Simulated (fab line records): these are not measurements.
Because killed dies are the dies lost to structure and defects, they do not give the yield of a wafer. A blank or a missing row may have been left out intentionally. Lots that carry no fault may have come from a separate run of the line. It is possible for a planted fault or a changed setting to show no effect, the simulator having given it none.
A lot that was struck, set against a sound lot | flow sky130 | 19 out of 708 route steps
Sound: wafers L737.1, L737.5, L737.6. Struck: wafer L739.2 (left out: L739.1, L739.5 of the same lot, which were not struck); the cause appears at the end.
Per side, at each step with rows, come the tool, then ch with its chambers, and then its first start. Under that, the readings that differ: sound wafers | struck wafers | difference of the means | sigmas: that difference in standard deviations of wafers without a fault.
alike: readings whose means differ by less than 2 such deviations, and words and numbers that are the same on both sides. not compared: withheld readings, readings that some wafer has no value for, bounds like >300 that may hide the same value, and numbers for which the record gives no deviation and whose values overlap.
A row with sigmas, a row that says differs or no value, or rows on one side alone: a step with any of these is where the two part. When numbers do not overlap yet have no deviation, they are printed without sigmas and do not part them. Lack of a reading on every wafer of one side parts them only where that side has two or more wafers.

SKY_METAL4_STRIP_19: strips in O2/N2.
  sound on plasmaAsher-03 ch 0,1, day 45 12:00; struck on plasmaAsher-02 ch 0, day 45 23:33
reading                  | sound       | struck | difference | sigmas
drypumpMotorCurrentA (A) | 5.4 5.3 5.4 | 6.4    | +1.0       | +3
  alike: oesProductAu, stripTimeToEndpointS
  not compared: rfHoursCounterH
then, 4 steps without rows for these wafers: SKY_METAL4_STRIP_20 (strips in post etch residue remover, time 1200 s); SKY_METAL4_CLEAN_21 (cleans in IPA, time 180 s); SKY_METAL4_CLEAN_22 (cleans in O3/DIW); SKY_VIA4_HDPCVD_00 (deposits SiO2, target thk 1750 nm, time 291.7 s).
SKY_VIA4_THK_MEAS_01:
  struck on filmMetro-02, day 46 00:19; sound on filmMetro-02, day 45 12:46
  alike: VIA4_HDPCVD_THK
SKY_VIA4_CMP_02: polishes SiO2.
  sound on cmp-01 ch 1,2, day 45 12:50; struck on cmp-02 ch 1, day 46 00:29
  alike: motorCurrentA
SKY_VIA4_BOW_MEAS_03:
  struck on filmMetro-04, day 46 00:41; sound on filmMetro-03, day 45 13:08
reading       | sound     | struck | difference | sigmas
VIA4_BOW (um) | 88 95 101 | 75     | -20        | -2
then, 4 steps without rows for these wafers: SKY_VIA4_DEHYDRATE_04 (time 60 s); SKY_VIA4_HMDS_05 (prime time 60 s); SKY_VIA4_COAT_06 (resist thk 1140 nm); SKY_VIA4_SOFTBAKE_07 (time 60 s).
SKY_VIA4_EXPOSE_08: exposes mask VIM4, target cd 800 nm.
  sound on ilineStepper-02 ch 0, day 46 00:02; struck on ilineStepper-02 ch 0, day 46 11:11
  alike: mask
then, 2 steps without rows for these wafers: SKY_VIA4_PEB_09; SKY_VIA4_DEVELOP_10 (develop time 60 s).
SKY_VIA4_OVL_MEAS_11:
  struck on overlay-02, day 46 21:49; sound on overlay-01, day 46 10:14
reading       | sound         | struck | difference | sigmas
VIA4_OVL (nm) | 0.5 -0.8 -0.5 | 3.7    | +4.0       | +3
SKY_VIA4_ETCH_12: etches SiO2 in C4F8/O2/Ar, stops on TiN, target depth 580 nm.
  sound on rieDiel-04 ch 0,3, day 46 10:16; struck on rieDiel-02 ch 2, day 46 21:51
reading              | sound             | struck | difference | sigmas
model.VIA4.cdNm (nm) | 797.9 799.8 799.1 | 848.5  | +49.6      | 
  alike: oesProductAu
SKY_VIA4_STRIP_13: strips in O2/N2.
  sound on plasmaAsher-04 ch 0,1, day 46 10:20; struck on plasmaAsher-04 ch 0, day 46 21:55
  alike: drypumpMotorCurrentA, oesProductAu, stripTimeToEndpointS
  not compared: rfHoursCounterH
-- the record jumps here: 3 days lie between the struck wafers' starts before and after (it left off in module VIA4 and takes up again in module PAD_OPEN, whose first step shown is number 708 of the route) --
SKY_PAD_OPEN_PROBE_99:
  struck on prober-02, day 49 13:19; sound on prober-02, day 49 03:23
reading                     | sound                | struck | difference | sigmas
killedAtOther               | 0 0 0                | 2      | +2         | +3
model.etest.via4Chain.rcOhm | 0.8168 0.8002 0.8409 | 0.7385 | -0.0808    | 
  alike: defectLimitedYield, killed_at_M0_to_M3, killed_at_M4_up, killedAtContacts, killedAtFrontEnd, killedDies, killedOpen, killedShort, sort_bin_3_pad_short, sort_bin_5_function, sort_bin_6_memory, sortNPass, sortYieldPct

## WHERE THEY PART
At SKY_METAL4_STRIP_19 first; at SKY_PAD_OPEN_PROBE_99 last (within this record only).

WHY: the cause the simulator had injected
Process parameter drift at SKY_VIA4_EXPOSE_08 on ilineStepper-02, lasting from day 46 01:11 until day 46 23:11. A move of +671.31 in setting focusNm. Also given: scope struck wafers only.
